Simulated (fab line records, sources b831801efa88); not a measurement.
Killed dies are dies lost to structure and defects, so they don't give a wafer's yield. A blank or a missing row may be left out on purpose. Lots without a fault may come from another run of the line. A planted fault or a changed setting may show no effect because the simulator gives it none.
Problem report in the 8D (eight disciplines) form, filled by code | flow gf180mcu | the parts of the form that need people (team, actions taken, sign-off) are left out

1. THE PROBLEM
spin_speed_rpm at GF_HV_LDD_COAT_14 reads a mean of 3294.8 rpm on 6 wafers of 2 lots; wafers without a fault read 2999.8 rpm with a standard deviation of 1.7. That is +99 or more standard deviations from the usual mean.
The step: resist thk 1000 nm.
First seen on wafer L858.2, day 14 00:49, on litho_track-02. The record holds 36 wafers of 12 lots with a number at this step. Rule for "out", or "out of limits": more than 4 standard deviations from the usual mean. The other wafers with a number count as sound.

2. WHAT IT IS AND WHAT IT IS NOT
question                    | is                     | is not
which readings at this step | spin_speed_rpm         | -
which lots                  | L858, L859             | L846, L849, L850, L853, L855, L856, L865, L867, L868, L869
which wafers of those lots  | all that have a number | -
read on which tools         | litho_track-02         | litho_track-03, litho_track-04
when                        | from day 14 00:49      | up to then (18 sound wafers); but 12 sound wafers of L865, L867, L868, L869 came after

3. SUSPECTS, AND WHAT RULES EACH OUT
Counting: a tool at a process step up to the reading stays a suspect if it ran every lot that is out and no sound lot after the first of them.
- litho_track-02 at GF_HV_LDD_COAT_14 (resist thk 1000 nm): ruled out as a lasting fault. Sound lots L868, L869 ran on it after its first lot that is out, L858 (day 14 00:49).
Left after counting: nothing in the record.

4. THE CAUSE (what the simulator had put in)
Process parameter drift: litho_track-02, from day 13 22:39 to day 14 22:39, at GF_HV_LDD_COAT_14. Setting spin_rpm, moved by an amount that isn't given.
Counting ruled it out, wrongly.

5. THE CHAIN OF EFFECTS, in route order
Each row: a reading whose mean over the struck wafers that have a number lies more than 3 standard deviations from the usual. Only readings for which the record gives a usual standard deviation are gone through. hours: the time from each lot's start at the first step in this table that gives one to its start at this step, as a median over the lots. sigmas: the change in usual standard deviations.
hours | step               | reading                  | usual      | on struck wafers | change | sigmas
0     | GF_HV_LDD_COAT_14  | spin_speed_rpm           | 2999.8 rpm | 3294.8           | +295.0 | +99 or more
11    | GF_HV_LDD_STRIP_22 | strip_time_to_endpoint_s | 12.62 s    | 12.07            | -0.54  | -16
The process steps in it:
- GF_HV_LDD_COAT_14: resist thk 1000 nm.
- GF_HV_LDD_STRIP_22: strips in O2/N2.
Later measuring or inspecting steps at which every struck wafer that the step has a row for has a number for every such reading, and none has moved that far: GF_SAB_CD_MEAS_09, GF_M1_RS_MEAS_05.

6. WHAT WOULD HAVE CAUGHT IT SOONER
In this record the first reading out of limits was taken at day 14 00:49, 2 hours after the fault began at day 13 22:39.
